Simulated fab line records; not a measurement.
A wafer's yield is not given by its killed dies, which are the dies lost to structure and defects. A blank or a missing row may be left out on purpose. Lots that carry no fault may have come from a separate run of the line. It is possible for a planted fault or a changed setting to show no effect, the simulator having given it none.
fab line records	flow sky130
[record] lots = 12	wafers = 36	lastDay = 50
route steps=708 shown LI_CONTACT@377 CONTACT@407 PAD_OPEN@708
lots untouched by any fault: they come from a run of this same line in which no faults occurred
startH: start of the lot's first displayed wafer, in hours after the record's first day	waitH: hours since the lot's step before	" the same as in the row above	L1.1+2: several wafers, shown together as one row	- value missing, or start not given	* or withheld: withheld	< > ~ a bound
route shown NAME@n: names a module that has steps shown in the file, with the first one's number in the route	usual: mean/standard deviation taken from wafers without a fault	same: alike in all rows	chamber/n: place in a boat	sites: each site's reading	_std_site: how widely they spread, as a standard deviation	_edge_site: outer sites' mean less inner sites'	radiusMm: how far each site lies from the wafer's centre	mask NAME#n: copy n	behind: tool/chamber where the wafer was last shaped	hold: cause of the lot's hold/its duration in hours/its outcome	device: transistor that didn't switch, given as n, p or np	end of line: the same wafers' tests at the end of the route	where a step has no rows: the recipe by itself	killed: count of dies lost to structure and defects at first sort (not the wafer's yield)	map: dies across one wafer; x = killed, . = not, _ = none there
set.NAME: the setting the step ran with; set.NAME@STEP: the setting that earlier step ran with	model.NAME: the simulator's own value behind a step, which no gauge read
route steps across a sampled set of lots; one table per step, one row per wafer
services: the hour from which a tool's chamber was out of use, counted from the record's first day as startH (under 0 if before that day), plus the number of hours and why
[[steps]]
[step SKY_LI_CONTACT_ETCH_15]
[recipe] target = PSG	chemistry = C4F8/O2/Ar	stopOn = Si	taperDeg = 4.15	maskMaterial = KrF-thick	sourceW = 1500	biasW = 1200	pressureMtorr = 40	c4f8FlowSccm = withheld	O2_flow_sccm = 6	Ar_flow_sccm = 300	timeS = withheld	targetDepthA = 6000
[usual] oesProductAu = 0.838/0.0045
lot.wafer	tool	chamber	startH	waitH	oesProductAu
L909.3	rieDiel-04	2	684.15	0.0	0.830
L909.5	"	3	"	"	0.841
L909.6	"	2	"	"	0.837
L910.2	rieDiel-04	3	686.53	0.0	0.837
L910.3	"	1	"	"	0.830
L910.5	"	1	"	"	0.831
L913.1	rieDiel-01	1	716.37	0.0	0.837
L913.2	"	3	"	"	0.842
L913.6	"	0	"	"	0.843
L916.1	rieDiel-01	2	730.91	0.0	0.838
L916.3	"	1	"	"	0.839
L916.6	"	3	"	"	0.843
L915.1	rieDiel-02	1	731.67	0.0	0.841
L915.2	"	0	"	"	0.838
L915.5	"	1	"	"	0.832
L917.3	rieDiel-04	1	743.11	0.0	0.843
L917.4	"	2	"	"	0.833
L917.6	"	1	"	"	0.835
L919.1	rieDiel-02	1	747.21	0.0	0.837
L919.2	"	2	"	"	0.837
L919.3	"	0	"	"	0.845
L923.2	rieDiel-01	3	780.16	0.0	0.835
L923.4	"	1	"	"	0.835
L923.6	"	3	"	"	0.840
L920.1	rieDiel-02	0	784.27	0.0	0.833
L920.2	"	3	"	"	0.840
L920.5	"	0	"	"	0.837
L921.4	rieDiel-02	0	786.01	0.0	0.834
L921.5	"	2	"	"	0.837
L921.6	"	1	"	"	0.833
L924.1	rieDiel-01	1	798.32	0.0	0.837
L924.2	"	3	"	"	0.831
L924.6	"	0	"	"	0.840
L932.2	rieDiel-01	3	851.32	0.0	0.832
L932.4	"	1	"	"	0.838
L932.5	"	3	"	"	0.841
[step SKY_CONTACT_THK_MEAS_01]
[recipe] reads = Si3N4_of_CONTACT_CVD_00
[usual] CONTACT_CVD_00_THK = 74.6/0.96
lot.wafer	tool	chamber	startH	waitH	CONTACT_CVD_00_THK[nm]
L909.3	filmMetro-01	-	714.39	-	72.7
L909.5	"	-	"	"	74.0
L909.6	"	-	"	"	74.0
L910.2	filmMetro-03	-	715.84	-	74.4
L910.3	"	-	"	"	73.8
L910.5	"	-	"	"	74.7
L913.1	filmMetro-01	-	744.98	-	74.1
L913.2	"	-	"	"	73.2
L913.6	"	-	"	"	73.8
L916.1	filmMetro-03	-	760.33	-	74.1
L916.3	"	-	"	"	74.0
L916.6	"	-	"	"	74.1
L915.1	filmMetro-04	-	760.98	-	74.0
L915.2	"	-	"	"	75.1
L915.5	"	-	"	"	76.2
L917.3	filmMetro-04	-	772.43	-	74.3
L917.4	"	-	"	"	74.9
L917.6	"	-	"	"	75.3
L919.1	filmMetro-04	-	775.62	-	74.8
L919.2	"	-	"	"	75.0
L919.3	"	-	"	"	73.6
L923.2	filmMetro-03	-	808.04	-	72.4
L923.4	"	-	"	"	74.3
L923.6	"	-	"	"	74.3
L920.1	filmMetro-01	-	813.04	-	73.6
L920.2	"	-	"	"	74.1
L920.5	"	-	"	"	75.0
L921.4	filmMetro-01	-	814.42	-	74.5
L921.5	"	-	"	"	75.7
L921.6	"	-	"	"	75.1
L924.1	filmMetro-03	-	827.18	-	75.2
L924.2	"	-	"	"	74.9
L924.6	"	-	"	"	75.6
L932.2	filmMetro-01	-	878.94	-	74.6
L932.4	"	-	"	"	75.6
L932.5	"	-	"	"	76.0
[step SKY_CONTACT_CMP_04]
[recipe] material = SiO2	downForcePsi = 4	platenRpm = 60	padVelocityMS = 0.94248
[usual] edgeZonePressureFrac = 1.000/0.0045	headPressurePsi = 4.000/0.0099	motorCurrentA = 11.4/0.69	retainingRingPressureFrac = 1.000/0.0051	slurryFilterDpKPa = 13.49/0.14	slurryFlowMlMin = 150.0/0.5	timeToEndpointS = 83/3.5
lot.wafer	tool	chamber	startH	waitH	edgeZonePressureFrac	headPressurePsi	motorCurrentA	retainingRingPressureFrac	slurryFilterDpKPa	slurryFlowMlMin	timeToEndpointS
L909.3	cmp-02	3	714.65	0.1	0.999	3.986	11.6	0.997	13.29	151.4	78
L909.5	"	1	"	"	1.009	4.009	10.8	1.001	13.34	150.5	77
L909.6	"	2	"	"	1.001	4.007	11.8	0.994	13.48	150.3	84
L910.2	cmp-02	1	716.10	0.1	1.000	4.000	11.1	0.999	13.39	149.9	79
L910.3	"	0	"	"	1.008	4.016	10.3	1.001	13.45	150.2	78
L910.5	"	2	"	"	0.990	4.001	11.9	1.001	13.61	150.9	76
L913.2	cmp-01	0	745.26	0.1	1.005	3.993	12.1	1.008	13.51	149.2	88
L913.1	"	1	"	"	0.997	4.008	11.5	0.994	13.25	149.9	84
L913.6	"	0	"	"	1.005	3.972	12.1	1.005	13.40	149.8	85
L916.1	cmp-01	2	760.52	0.1	1.000	3.997	11.3	1.000	13.63	150.0	81
L916.3	"	3	"	"	1.004	3.998	12.1	1.003	13.58	149.3	87
L916.6	"	2	"	"	1.001	4.008	11.5	0.999	13.23	150.0	82
L915.2	cmp-02	2	761.30	0.1	0.992	4.007	11.7	0.997	13.49	149.8	81
L915.1	"	3	"	"	1.004	3.992	11.2	0.989	13.66	150.1	77
L915.5	"	0	"	"	0.996	4.011	10.3	0.994	13.67	149.4	82
L917.3	cmp-01	2	772.59	0.0	0.994	4.008	11.3	1.007	13.55	150.6	78
L917.4	"	3	"	"	0.999	4.003	12.5	1.004	13.65	149.6	87
L917.6	"	2	"	"	0.993	4.010	11.1	1.015	13.44	148.9	85
L919.1	cmp-02	0	775.81	0.1	1.000	4.012	10.6	1.003	13.37	149.9	89
L919.3	"	2	"	"	1.002	4.001	11.2	0.998	13.61	150.3	83
L919.2	"	3	"	"	0.993	3.988	10.6	0.993	13.57	149.7	80
L923.4	cmp-01	1	808.22	0.0	1.001	4.006	10.3	1.001	13.61	149.9	85
L923.2	"	2	"	"	1.001	4.001	11.6	0.990	13.74	149.3	81
L923.6	"	2	"	"	0.999	3.996	11.7	1.004	13.66	149.1	80
L920.2	cmp-02	0	813.33	0.1	-	-	-	-	-	-	-
L920.1	"	1	"	"	-	-	-	-	-	-	-
L920.5	"	3	"	"	-	-	-	-	-	-	-
L921.4	cmp-01	2	814.58	0.0	-	-	-	-	-	-	-
L921.5	"	2	"	"	-	-	-	-	-	-	-
L921.6	"	3	"	"	-	-	-	-	-	-	-
L924.2	cmp-01	0	827.37	0.0	1.000	4.018	12.0	1.001	13.47	149.9	86
L924.1	"	1	"	"	0.997	4.017	10.6	0.997	13.51	149.8	85
L924.6	"	1	"	"	1.001	4.004	10.1	0.996	13.40	149.0	87
L932.4	cmp-01	1	879.22	0.1	1.008	4.012	10.7	1.008	13.38	150.4	88
L932.2	"	2	"	"	1.011	3.990	12.0	0.996	13.43	151.3	85
L932.5	"	3	"	"	1.000	4.002	12.6	1.004	13.39	149.4	87
[step SKY_CONTACT_OVL_MEAS_15]
[usual] CONTACT_OVL = -1/5.6
lot.wafer	tool	chamber	startH	waitH	CONTACT_OVL[nm]
L909.3	overlay-01	-	742.75	0.1	4
L909.5	"	-	"	"	5
L909.6	"	-	"	"	5
L910.2	overlay-01	-	743.79	0.1	-11
L910.3	"	-	"	"	-10
L910.5	"	-	"	"	-7
L913.1	overlay-01	-	773.18	0.1	4
L913.2	"	-	"	"	5
L913.6	"	-	"	"	-4
L916.1	overlay-02	-	787.52	0.1	7
L916.3	"	-	"	"	3
L916.6	"	-	"	"	-1
L915.1	overlay-02	-	788.49	0.1	10
L915.2	"	-	"	"	5
L915.5	"	-	"	"	2
L917.3	overlay-02	-	798.95	0.1	-5
L917.4	"	-	"	"	1
L917.6	"	-	"	"	-1
L919.1	overlay-01	-	802.50	0.1	3
L919.2	"	-	"	"	10
L919.3	"	-	"	"	1
L923.2	overlay-01	-	835.13	0.1	1
L923.4	"	-	"	"	-3
L923.6	"	-	"	"	-4
L920.1	overlay-01	-	839.88	0.1	1
L920.2	"	-	"	"	0
L920.5	"	-	"	"	-3
L921.4	overlay-01	-	841.60	0.1	-1
L921.5	"	-	"	"	-1
L921.6	"	-	"	"	5
L924.1	overlay-01	-	854.71	0.1	-6
L924.2	"	-	"	"	-7
L924.6	"	-	"	"	0
L932.2	overlay-02	-	904.99	0.1	-9
L932.4	"	-	"	"	-7
L932.5	"	-	"	"	-9
[step SKY_CONTACT_ETCH_17]
[recipe] target = SiO2	chemistry = C4F8/O2/Ar	stopOn = Si3N4	maskMaterial = KrF-thick	sourceW = 1500	biasW = 1200	pressureMtorr = 40	c4f8FlowSccm = withheld	O2_flow_sccm = 6	Ar_flow_sccm = 300	timeS = withheld	targetDepthA = 3400
[usual] oesProductAu = 0.892/0.0049
lot.wafer	tool	chamber	startH	waitH	oesProductAu
L909.3	rieDiel-03	3	742.81	0.0	0.890
L909.5	"	0	"	"	0.888
L909.6	"	3	"	"	0.891
L910.2	rieDiel-01	3	743.86	0.0	0.897
L910.3	"	0	"	"	0.893
L910.5	"	0	"	"	0.891
L913.1	rieDiel-01	1	773.26	0.0	0.903
L913.2	"	0	"	"	0.884
L913.6	"	3	"	"	0.896
L916.1	rieDiel-03	0	787.59	0.0	0.896
L916.3	"	2	"	"	0.899
L916.6	"	1	"	"	0.891
L915.1	rieDiel-01	0	788.56	0.0	0.893
L915.2	"	1	"	"	0.888
L915.5	"	1	"	"	0.887
L917.3	rieDiel-01	1	799.01	0.0	0.898
L917.4	"	0	"	"	0.893
L917.6	"	3	"	"	0.895
L919.1	rieDiel-03	0	802.58	0.0	0.896
L919.2	"	3	"	"	0.894
L919.3	"	1	"	"	0.887
L923.2	rieDiel-03	1	835.21	0.0	0.893
L923.4	"	0	"	"	0.889
L923.6	"	1	"	"	0.887
L920.1	rieDiel-04	3	839.96	0.0	1.632
L920.2	"	2	"	"	1.623
L920.5	"	2	"	"	1.629
L921.4	rieDiel-04	3	841.66	0.0	1.619
L921.5	"	3	"	"	1.615
L921.6	"	0	"	"	1.615
L924.1	rieDiel-01	0	854.78	0.0	0.897
L924.2	"	1	"	"	0.896
L924.6	"	1	"	"	0.888
L932.2	rieDiel-04	1	905.06	0.0	0.896
L932.4	"	2	"	"	0.900
L932.5	"	3	"	"	0.897
[step SKY_PAD_OPEN_PROBE_99]
[usual] killed_at_M0_to_M3 = 44/7.3	killed_at_M4_up = 3.0/1.9	killedAtContacts = 24/5	killedAtFrontEnd = 16/4.5	killedAtOther = 0.3/0.46	killedDies = 87/10	killedOnRim = 17/3.5	killedOpen = 47/8.3	killedShort = 39/6.4
[same] grossDies = 492	killedAtBackSide = 0
lot.wafer	tool	chamber	startH	waitH	killed_at_M0_to_M3	killed_at_M4_up	killedAtContacts	killedAtFrontEnd	killedAtOther	killedDies	killedOnRim	killedOpen	killedShort
L917.3	prober-01	-	1122.85	0.2	47	1	22	16	0	86	16	42	44
L917.4	prober-01	-	1122.90	0.2	48	5	28	17	0	98	20	52	46
L917.6	prober-01	-	1123.00	0.2	54	1	28	16	0	99	22	53	46
L920.1	prober-02	-	1151.84	0.1	60	3	410	19	0	492	96	60	50
L920.2	prober-02	-	1151.89	0.1	39	4	429	19	1	492	96	46	43
L920.5	prober-02	-	1152.04	0.2	54	0	423	14	1	492	96	47	42
L921.4	prober-01	-	1154.77	0.2	60	2	411	18	1	492	96	55	45
L921.5	prober-01	-	1154.82	0.2	44	3	429	15	1	492	96	31	52
L921.6	prober-01	-	1154.87	0.2	50	4	421	17	0	492	96	41	46
// killed by level:class
L917.3 CONTACT:geometricParticle:open=10 VIA1:geometricParticle:open=9 METAL1:geometricParticle:short=9 METAL2:geometricParticle:short=8 CONTACT:geometricParticle:short=7 VIA2:geometricParticle:open=6 METAL3:geometricParticle:short=6 FIELD_ISO:geometricParticle:open=5
L917.4 LI_CONTACT:geometricParticle:open=11 CONTACT:geometricParticle:open=9 VIA1:geometricParticle:open=9 VIA1:geometricParticle:short=8 METAL2:geometricParticle:short=8 VIA2:geometricParticle:open=7 METAL1:geometricParticle:short=7 POLY_GATE:geometricParticle:open=5
L917.6 VIA1:geometricParticle:open=16 METAL2:geometricParticle:short=11 CONTACT:geometricParticle:open=11 METAL1:geometricParticle:short=8 LOCAL_INTERCONNECT:geometricParticle:short=6 CONTACT:geometricParticle:short=6 VIA3:geometricParticle:open=6 FIELD_ISO:geometricParticle:open=5
L920.1 CONTACT:areaCmp=382 VIA1:geometricParticle:open=14 CONTACT:geometricParticle:open=13 VIA2:geometricParticle:open=11 METAL1:geometricParticle:short=9 VIA1:geometricParticle:short=6 METAL2:geometricParticle:short=6 VIA2:geometricParticle:short=6
L920.2 CONTACT:areaCmp=403 METAL2:geometricParticle:short=9 LI_CONTACT:geometricParticle:open=8 CONTACT:geometricParticle:open=8 VIA1:geometricParticle:open=8 POLY_GATE:geometricParticle:short=6 VIA3:geometricParticle:open=5 METAL1:geometricParticle:short=5
L920.5 CONTACT:areaCmp=403 VIA1:geometricParticle:open=10 VIA3:geometricParticle:open=9 VIA2:geometricParticle:open=9 METAL2:geometricParticle:short=6 CONTACT:geometricParticle:short=5 VIA1:geometricParticle:short=5 LI_CONTACT:geometricParticle:open=4
L921.4 CONTACT:areaCmp=392 VIA3:geometricParticle:open=12 VIA1:geometricParticle:open=10 METAL1:geometricParticle:short=10 CONTACT:geometricParticle:open=9 VIA2:geometricParticle:open=7 FIELD_ISO:geometricParticle:short=5 METAL2:geometricParticle:short=5
L921.5 CONTACT:areaCmp=409 VIA1:geometricParticle:short=9 LI_CONTACT:geometricParticle:open=7 METAL1:geometricParticle:short=6 VIA2:geometricParticle:open=6 FIELD_ISO:geometricParticle:short=5 VIA3:geometricParticle:open=5 CONTACT:geometricParticle:short=5
L921.6 CONTACT:areaCmp=405 METAL1:geometricParticle:short=14 VIA3:geometricParticle:open=10 CONTACT:geometricParticle:open=6 VIA2:geometricParticle:open=6 VIA1:geometricParticle:open=6 FIELD_ISO:geometricParticle:short=5 POLY_GATE:geometricParticle:short=5
[[services]]
tool	chamber	startH	hours	kind
cmp-01	-	661.40	1.8	repair
cmp-02	-	676.88	1.2	repair
rieDiel-03	3	687.53	19.6	repair
rieDiel-04	2	692.42	13.0	repair
rieDiel-01	0	693.57	5.1	repair
cmp-01	-	709.21	8.1	repair
cmp-01	-	709.36	1.7	repair
rieDiel-04	1	715.31	-	clean
rieDiel-04	1	715.31	15.3	scheduledDown
rieDiel-04	1	715.31	15.3	ventCycle
cmp-02	-	717.50	4.7	pm
rieDiel-03	3	722.46	1.3	repair
cmp-01	-	731.16	2.5	repair
rieDiel-01	2	737.54	132.0	repair
cmp-02	-	744.23	4.0	pm
rieDiel-04	-	760.11	58.9	repair
rieDiel-04	1	812.84	7.1	repair
rieDiel-04	0	819.92	-	clean
cmp-01	-	836.08	3.1	repair
rieDiel-03	0	840.05	70.6	repair
rieDiel-01	0	858.94	8.8	repair
rieDiel-01	3	868.98	5.0	repair
cmp-02	-	870.01	1.8	repair
rieDiel-01	-	893.20	0.5	repair
[[key]]
[firstSign] step = SKY_CONTACT_CMP_04	reading = toolRecord	direction = missing
[effect] step = SKY_CONTACT_ETCH_17	reading = oesProductAu	direction = up	sigmas = 99+	usual = 0.892	struck = 1.622
[effect] step = SKY_PAD_OPEN_PROBE_99	reading = killedAtContacts	direction = up	sigmas = 79	usual = 24	struck = 420
[moreKillsBornAt] SKY_CONTACT_CMP_04@cmp-01 = 1200	SKY_CONTACT_CMP_04@cmp-02 = 1183
metAt SKY_CONTACT_CMP_04
struckLots L920,L921
laterRowsLeftOut L920.1,L920.2,L920.5,L921.4,L921.5,L921.6
testerLeftOut L920,L921
notActingAt SKY_LI_CONTACT_ETCH_15,SKY_CONTACT_THK_MEAS_01,SKY_CONTACT_OVL_MEAS_15
onsetBetween 808.22 813.33
[fault] kind = skippedStepWhole	tool = cmp-01,cmp-02	chamber = -	onsetH = 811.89	steps = SKY_CONTACT_CMP_04	scope = struckLotsOnly
// testerLeftOut: of these lots the tester's yield and bins aren't shown, on N5 and GAA mostly nor the transistor test; their killed dies are dies lost to structure and defects alone, not to doping, threshold or leakage, so they don't give the yield
// laterRowsLeftOut: the simulator's readings of these wafers behind a module that went badly wrong aren't trusted and aren't shown, but for the sort
